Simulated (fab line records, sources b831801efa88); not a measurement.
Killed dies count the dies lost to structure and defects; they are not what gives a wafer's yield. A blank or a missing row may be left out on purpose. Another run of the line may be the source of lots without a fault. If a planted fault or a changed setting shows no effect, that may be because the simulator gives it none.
A struck lot beside a sound one ; flow sfq line ; 37 steps out of a route of 325
Sound: wafers L857.1, L857.2, L857.3. Struck: wafer L875.2 (L875.1, L875.3, from the same lot, were not struck and are left out); the cause is given at the end.
For every step that has rows: the tool of each side, followed by ch and its chambers, followed by its first start. Under that, the readings that differ: sound wafers ; struck wafers ; difference of the means ; sigmas: that difference in standard deviations of wafers without a fault.
alike: same words and numbers on both sides, and readings whose means sit less than 2 such deviations apart. not compared: any withheld reading, any reading some wafer has no value for, any bound like >300 that may hide the same value, and any number with overlapping values for which the record gives no deviation.
A row with sigmas, a row that says differs or no value, or rows on one side alone: a step with any of these is where the two part. Numbers that don't overlap but have no deviation are shown without sigmas and don't part them. A reading missing from all wafers of one side parts the sides only when that side holds two or more wafers.

SFQ_R5_THK_MEAS_934: measures by xrf.
  sound on film metro-04, day 65 03:38; struck on film metro-04, day 70 17:01
  alike: R5_MONX_THK
then, 6 steps without rows for these wafers: SFQ_TRILAYER_R5_LITHO_COAT_141 (resist thk 62 nm); SFQ_TRILAYER_R5_LITHO_COAT_136 (resist thk 600 nm); SFQ_TRILAYER_R5_LITHO_SOFTBAKE_140; SFQ_TRILAYER_R5_LITHO_EXPOSE_137 (exposes mask R5, target cd 500 nm); SFQ_TRILAYER_R5_LITHO_PEB_139 (peb time 60 s); SFQ_TRILAYER_R5_LITHO_DEVELOP_138 (time 60 s).
-- the record jumps here: 4 days lie between the struck wafers' starts before and after --
SFQ_R5_OVL_MEAS_935:
  sound on overlay-01, day 69 03:37; struck on overlay-01, day 74 19:16
reading;sound;struck;difference;sigmas
R5_OVL (nm);-3 -10 1;-16;-12;-2
then, 1 step without rows for these wafers: SFQ_TRILAYER_R5_BARC_OPEN_METAL_ETCH_177 (etches BARC in O2, target depth 125 nm, time 41.7 s).
SFQ_TRILAYER_R5_ETCH_METAL_ETCH_139: etches the open film in Cl2, stops on SiO2, target depth 60 nm, time 40 s.
  sound on rie metal-03 ch 0,1, day 69 03:43; struck on rie metal-04 ch 1, day 74 19:22
reading;sound;struck;difference;sigmas
oes product au (a.u.);0.992 0.995 0.988;0.980;-0.012;-2
  alike: bias w, drypump motor current A
  not compared: rf hours counter h
SFQ_TRILAYER_R5_STRIP_STRIP_140: strips in O2.
  sound on rie metal-03 ch 0,1, day 69 03:46; struck on rie metal-04 ch 1, day 74 19:25
  alike: drypump motor current A, oes product au, platen temp c
  not compared: rf hours counter h
then, 1 step without rows for these wafers: SFQ_TRILAYER_R5_STRIP_SOLV_CLEAN_141 (cleans in NMP, time 600 s).
SFQ_TRILAYER_A5C_DEP_PECVD_142: deposits SiO2 from SiH4/N2O, time 15.556 s, target thk 70 nm.
  sound on pecvd-02 ch 0,1,2, day 69 04:43; struck on pecvd-01 ch 2, day 74 20:11
reading;sound;struck;difference;sigmas
model.SiO2_of_TRILAYER_A5C_DEP_PECVD_142.thk nm (nm);70.17 70.5 70.71;25.04;-45.42;
  alike: chamber pressure Torr, heater power w, showerhead vpp V, susceptor temp C, throttle valve pct
then, 6 steps without rows for these wafers: SFQ_TRILAYER_I5_LITHO_COAT_149 (resist thk 62 nm); SFQ_TRILAYER_I5_LITHO_COAT_144 (resist thk 650 nm); SFQ_TRILAYER_I5_LITHO_SOFTBAKE_148; SFQ_TRILAYER_I5_LITHO_EXPOSE_145 (exposes mask I5, target cd 700 nm); SFQ_TRILAYER_I5_LITHO_PEB_147 (peb time 60 s); SFQ_TRILAYER_I5_LITHO_DEVELOP_146 (time 60 s).
SFQ_I5_OVL_MEAS_936:
  sound on overlay-02, day 69 17:04; struck on overlay-01, day 74 22:36
  alike: I5_OVL
then, 1 step without rows for these wafers: SFQ_TRILAYER_I5_BARC_OPEN_VIA_ETCH_200 (etches BARC in O2, target depth 125 nm, time 41.7 s).
SFQ_TRILAYER_I5_ETCH_VIA_ETCH_147: etches the open film in CHF3, stops on Nb, target depth 360 nm.
  sound on rie diel-04 ch 0,2,3, day 69 17:08; struck on rie diel-01 ch 0, day 74 22:40
reading;sound;struck;difference;sigmas
oes product au (a.u.);0.992 0.992 0.991;0.980;-0.012;-2
  alike: bias w, drypump motor current A
then, 8 steps without rows for these wafers: SFQ_TRILAYER_I5_STRIP_STRIP_148 (strips in O2); SFQ_TRILAYER_I5_STRIP_SOLV_CLEAN_149 (cleans in NMP, time 600 s); SFQ_TRILAYER_C5_LITHO_COAT_156 (resist thk 62 nm); SFQ_TRILAYER_C5_LITHO_COAT_151 (resist thk 650 nm); SFQ_TRILAYER_C5_LITHO_SOFTBAKE_155; SFQ_TRILAYER_C5_LITHO_EXPOSE_152 (exposes mask C5, target cd 500 nm); SFQ_TRILAYER_C5_LITHO_PEB_154 (peb time 60 s); SFQ_TRILAYER_C5_LITHO_DEVELOP_153 (time 60 s).
-- the record jumps here: 4 days lie between the struck wafers' starts before and after --
SFQ_C5_OVL_MEAS_937:
  sound on overlay-02, day 72 08:22; struck on overlay-01, day 79 05:44
  alike: C5_OVL
SFQ_TRILAYER_C5_BARC_OPEN_VIA_ETCH_210: etches BARC in O2, target depth 125 nm, time 41.7 s.
  sound on rie diel-04 ch 0,2,3, day 72 08:24; struck on rie diel-02 ch 2, day 79 05:46
  alike: bias w, drypump motor current A, oes product au
  not compared: rf hours counter h
SFQ_TRILAYER_C5_ETCH_VIA_ETCH_154: etches SiO2 in CHF3, stops on Nb, target depth 84 nm.
  sound on rie diel-04 ch 0,2,3, day 72 08:26; struck on rie diel-02 ch 2, day 79 05:49
reading;sound;struck;difference;sigmas
oes product au (a.u.);0.883 0.902 0.906;0.564;-0.333;-41
model.etch.depth nm (nm);70.17 70.5 70.71;25.04;-45.42;
model.C5.feature depth nm (nm);70.17 70.5 70.71;25.04;-45.42;
  alike: bias w, drypump motor current A
SFQ_TRILAYER_C5_STRIP_STRIP_155: strips in O2.
  sound on rie metal-02 ch 0,1, day 72 08:29; struck on rie metal-01 ch 1, day 79 05:52
  alike: drypump motor current A, oes product au, platen temp c
  not compared: rf hours counter h
then, 1 step without rows for these wafers: SFQ_TRILAYER_C5_STRIP_SOLV_CLEAN_156 (cleans in NMP, time 600 s).
SFQ_TRILAYER_M6_DEP_PRE_CLEAN_158: time 22.5 s.
  sound on pvd sputter-03, day 72 09:16; struck on pvd sputter-04, day 79 06:38
reading;sound;struck;difference;sigmas
model.SiO2_of_TRILAYER_A5C_DEP_PECVD_142.thk nm (nm);62.67 63 63.21;17.54;-45.42;
then, 1 step without rows for these wafers: SFQ_TRILAYER_M6_DEP_SPUTTER_157 (material Nb, target thk 200 nm, time 133.3 s).

## WHERE THEY PART
Last at SFQ_TRILAYER_C5_ETCH_VIA_ETCH_154 as far as this record goes, first at SFQ_R5_OVL_MEAS_935. Later steps at which nothing parts them and some readings are alike: SFQ_TRILAYER_C5_STRIP_STRIP_155.

WHY: whatever the simulator had introduced
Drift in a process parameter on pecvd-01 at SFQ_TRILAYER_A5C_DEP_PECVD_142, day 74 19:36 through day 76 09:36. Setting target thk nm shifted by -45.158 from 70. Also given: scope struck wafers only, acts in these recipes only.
